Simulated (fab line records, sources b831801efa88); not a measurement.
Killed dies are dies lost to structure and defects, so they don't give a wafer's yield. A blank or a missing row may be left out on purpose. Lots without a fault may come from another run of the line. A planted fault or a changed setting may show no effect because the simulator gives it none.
Which tool did it? | flow sky130 | 14 lots, 42 wafers sampled, at 3 steps of a route of 708

WHAT THE GAUGES READ, wafer by wafer
SKY_METAL1_CD_MEAS_15: target cd 140 nm. Usual: cd_nm 139.2 nm, standard deviation 1.7.
lot  | measured     | on        | cd_nm (nm)        | flag
L934 | day 33 13:08 | cd_sem-02 | 137.7 137.2 139.0 |
L935 | day 33 17:08 | cd_sem-01 | 142.3 142.1 142.0 |
L937 | day 33 21:07 | cd_sem-02 | 140.3 138.6 139.9 |
L939 | day 34 03:45 | cd_sem-01 | 141.1 139.8 139.6 |
L940 | day 35 10:22 | cd_sem-02 | 141.2 141.7 139.1 |
L942 | day 35 15:50 | cd_sem-01 | 135.9 136.7 135.6 |
L941 | day 35 16:13 | cd_sem-02 | 139.9 140.9 139.9 |
L943 | day 36 02:21 | cd_sem-01 | 140.9 142.7 140.8 |
L945 | day 36 12:45 | cd_sem-02 | 138.7 140.1 138.4 |
L944 | day 36 13:55 | cd_sem-02 | 138.2 - 137.7     |
L946 | day 36 20:29 | cd_sem-02 | 137.6 - 138.8     |
L955 | day 39 08:31 | cd_sem-02 | 139.8 139.1 140.3 |
L957 | day 39 14:05 | cd_sem-02 | 139.2 138.5 138.1 |
L956 | day 39 16:04 | cd_sem-01 | 137.9 139.0 136.9 |

SKY_METAL1_OVL_MEAS_16. Usual: METAL1_OVL 4 nm, standard deviation 4.2.
lot  | measured     | on         | METAL1_OVL (nm) | flag
L934 | day 33 13:13 | overlay-01 | 8 -3 6          |
L935 | day 33 17:14 | overlay-02 | 1 9 3           |
L937 | day 33 21:14 | overlay-01 | 6 -3 1          |
L939 | day 34 03:52 | overlay-01 | 13 13 9         |
L940 | day 35 10:28 | overlay-01 | 1 -1 7          |
L942 | day 35 15:58 | overlay-01 | -5 -5 -1        |
L941 | day 35 16:20 | overlay-02 | -4 10 8         |
L943 | day 36 02:26 | overlay-02 | -1 5 7          |
L945 | day 36 12:52 | overlay-01 | 8 7 5           |
L944 | day 36 14:02 | overlay-01 | 3 - 5           |
L946 | day 36 20:37 | overlay-02 | 10 - 6          |
L955 | day 39 08:37 | overlay-02 | 0 -6 3          |
L957 | day 39 14:13 | overlay-02 | 5 4 4           |
L956 | day 39 16:11 | overlay-02 | 4 6 8           |

WHICH TOOL RAN EACH LOT (tool, then ch and the chambers of the sampled wafers, then the start)
lot  | SKY_METAL1_EXPOSE_12
L934 | krf_scanner-01 ch 0, day 33 00:40
L935 | krf_scanner-01 ch 0, day 33 04:01
L937 | krf_scanner-02 ch 0, day 33 07:55
L939 | krf_scanner-01 ch 0, day 33 14:15
L940 | krf_scanner-01 ch 0, day 34 21:03
L942 | krf_scanner-02 ch 0, day 35 03:22
L941 | krf_scanner-02 ch 0, day 35 03:50
L943 | krf_scanner-01 ch 0, day 35 13:48
L945 | krf_scanner-01 ch 0, day 35 23:30
L944 | krf_scanner-01 ch 0, day 36 00:59
L946 | krf_scanner-01 ch 0, day 36 08:07
L955 | krf_scanner-02 ch 0, day 38 21:08
L957 | krf_scanner-01 ch 0, day 39 02:22
L956 | krf_scanner-01 ch 0, day 39 04:22
- SKY_METAL1_EXPOSE_12: exposes mask MM1, target cd 140 nm.

WHAT THE TOOLS THEMSELVES READ (means of the sampled wafers that have a number; where no wafer has one, the mark that the record gives instead)
The record holds no such reading with a usual standard deviation.

THE ANSWER, worked out from the rows above alone
Rule: a lot is off if the mean of its wafers that have a number lies more than 3 standard deviations from the usual mean. A lot without any number at a reading at which 4 lots or more have one is off too. The other lots that the step has rows for count as sound. The gauges are gone through in route order, then the tools' own readings, and for those a lot's mean is taken as printed above. The first step at which some lot is off is used, and at that step the reading that is off furthest; a lot without a number counts as furthest.
No lot is off at any reading shown: from this, nothing can be told.

WHAT THE SIMULATOR HAD PUT IN
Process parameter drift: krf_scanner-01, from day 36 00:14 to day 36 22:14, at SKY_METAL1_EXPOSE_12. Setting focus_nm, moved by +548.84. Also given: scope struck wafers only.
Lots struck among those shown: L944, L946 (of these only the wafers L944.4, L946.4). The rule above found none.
